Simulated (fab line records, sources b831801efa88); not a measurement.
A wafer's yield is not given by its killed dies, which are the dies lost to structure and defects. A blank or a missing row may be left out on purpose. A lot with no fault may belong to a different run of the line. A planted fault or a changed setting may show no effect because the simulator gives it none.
8D (eight disciplines) problem report, filled in by code :: flow sky130 :: the parts of the form that need people (team, actions taken, sign-off) are left out

== 1. THE ISSUE ==
prime temp c at SKY_SD_P_HMDS_01 reads a mean of 121.45 C on 6 wafers of 2 lots; wafers without a fault read 120.00 C with a standard deviation of 0.12. Measured from the usual mean, that is +12 standard deviations.
The step: prime time 60 s.
First observed at day 32 07:53: wafer L652.2, on litho track-01. The record has a number at this step for 39 wafers belonging to 13 lots. The rule behind "out" and "out of limits": a value lying over 4 standard deviations away from the usual mean. Any other wafer with a number is counted as sound.

== 2. WHAT IT IS AND WHAT IT IS NOT ==
question: which readings at this step
is: prime temp c
is not: -

question: which lots
is: L652, L653
is not: L633, L634, L635, L636, L637, L639, L640, L641, L644, L645, L647

question: which wafers of those lots
is: all that have a number
is not: -

question: read on which tools
is: litho track-01
is not: litho track-02, litho track-03

question: when
is: from day 32 07:53
is not: up to then (33 sound wafers)

== 3. THE SUSPECTS, EACH WITH WHAT RULES IT OUT ==
Counting: a tool at a process step up to the reading stays a suspect if it ran every lot that is out and no sound lot after the first of them.
- plasma asher-03 at SKY_FIELD_ISO_STRIP_16 (strips in O2/N2): kept. All lots that are out passed through it, beginning with L652 at day 6 15:45, and no sound lot followed; its final sound lot before that point was L647 at day 5 11:43.
- litho track-01 at SKY_SD_P_HMDS_01 (prime time 60 s): kept. All lots that are out passed through it, beginning with L652 at day 32 07:53, and no sound lot followed; its final sound lot before that point was L647 at day 30 03:40. On those wafers its own readings are out: prime temp c.
What counting leaves: plasma asher-03 at SKY_FIELD_ISO_STRIP_16 and litho track-01 at SKY_SD_P_HMDS_01.

== 4. THE CAUSE (what the simulator had put in) ==
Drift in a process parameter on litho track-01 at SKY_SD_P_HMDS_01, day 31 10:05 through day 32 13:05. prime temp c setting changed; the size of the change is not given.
Counting left 2 suspects, and this tool is among them.

== 5. THE EFFECT CHAIN, in route order ==
Each row: a reading where the mean over the struck wafers with a number is more than 3 standard deviations away from the usual. Only readings for which the record gives a usual standard deviation are gone through. hours: the time from each lot's start at the first step in this table that gives one to its start at this step, as a median over the lots. sigmas: the change in usual standard deviations.
hours: 0
step: SKY_SD_P_HMDS_01
reading: prime temp c
usual: 120.00 C
on struck wafers: 121.45
change: +1.45
sigmas: +12
It contains these process steps:
- SKY_SD_P_HMDS_01: prime time 60 s.

== 6. WHAT WOULD HAVE CAUGHT IT SOONER ==
22 hours passed between the start of the fault at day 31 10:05 and the first reading out of limits in this record, taken at day 32 07:53.
